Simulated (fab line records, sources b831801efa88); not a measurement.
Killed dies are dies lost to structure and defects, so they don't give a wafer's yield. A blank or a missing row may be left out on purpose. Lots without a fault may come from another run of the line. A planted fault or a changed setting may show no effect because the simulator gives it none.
One fault seen from 2 desks | flow sky130 | each desk has only its own numbers; what lay behind them comes last

THE TOOL OWNER'S DESK: rtp_anneal-02
The tool's own readings at SKY_SD_N_RTA_14 (time 2 s): means of the sampled wafers that have a number, for each lot that ran on this tool. A lot is out of limits, marked OUT, if its mean lies more than 4 standard deviations from the usual mean; the brackets give that distance.
Columns: A = lamp_power_pct at SKY_SD_N_RTA_14, usual 15.73 %; B = ramp_down_c_per_s at SKY_SD_N_RTA_14, usual 90.000; C = wafer_temp_C_max at SKY_SD_N_RTA_14, usual 1077.8
lot  | first seen here | A               | B      | C
L568 | day 27 21:35    | 15.74           | 90.002 | 1077.3
L572 | day 29 05:55    | 15.75           | 90.009 | 1077.1
L580 | day 32 00:49    | 15.03 (-14) OUT | 89.999 | 1077.5
L582 | day 32 10:17    | 15.05 (-14) OUT | 89.993 | 1078.6
L590 | day 35 01:13    | 15.72           | 89.991 | 1076.8
L591 | day 36 13:09    | 15.75           | 90.004 | 1078.0
This desk's finding: out of limits on L580, L582; first on L580, day 32 00:49 (lamp_power_pct at SKY_SD_N_RTA_14). In limits: L568, L572, L590, L591.

THE METROLOGY DESK
What the gauges read, lot by lot, whatever tool the lot ran on: means of the sampled wafers that have a number. A lot is out of limits, marked OUT, if its mean lies more than 4 standard deviations from the usual mean; the brackets give that distance.
Columns: A = VT_ADJUST_LVTN_2_TW at SKY_VT_ADJUST_LVTN_TW_MEAS_21, usual 189.4; B = SD_N_RS at SKY_SD_N_RS_MEAS_16, usual 68.52 ohm/sq; C = SD_P_RS at SKY_SD_N_RS_MEAS_17, usual 147.0 ohm/sq
lot  | first seen here | A     | B               | C
L568 | day 7 19:44     | 189.1 | 68.59           | 147.2
L569 | day 7 22:58     | 188.4 | 68.42           | 146.7
L571 | day 8 14:19     | 190.0 | 68.40           | 146.8
L572 | day 8 22:22     | 189.0 | 68.39           | 146.8
L573 | day 9 01:44     | 188.2 | 68.47           | 147.0
L580 | day 11 02:35    | 188.8 | 71.94 (+24) OUT | 165.7 (+62) OUT
L582 | day 11 13:14    | 189.0 | 71.70 (+23) OUT | 165.1 (+60) OUT
L583 | day 11 22:11    | 188.6 | 68.64           | 147.3
L589 | day 13 15:26    | 190.1 | 68.74           | 147.4
L590 | day 13 23:32    | 188.4 | 68.53           | 147.3
L591 | day 15 01:02    | 189.2 | 68.69           | 146.8
This desk's finding: out of limits on L580, L582; first on L580, day 32 01:01 (SD_N_RS at SKY_SD_N_RS_MEAS_16). In limits: L568, L569, L571, L572, L573, L583, L589, L590, L591.

PUT TOGETHER
The tool owner's desk could have raised an alarm at day 32 00:49, on L580, L582.
The metrology desk could have raised an alarm at day 32 01:01, on L580, L582.
Of the lots named, all ran SKY_SD_N_RTA_14 on rtp_anneal-02.

WHAT THE SIMULATOR HAD PUT IN
Process parameter drift: rtp_anneal-02, from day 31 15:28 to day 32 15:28, at SKY_SD_N_RTA_14. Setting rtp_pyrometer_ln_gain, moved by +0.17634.
Lots struck among those shown: L580, L582.
Hours from the fault's start to each desk's first reading out of limits: the tool owner's desk, 9; the metrology desk, 10.
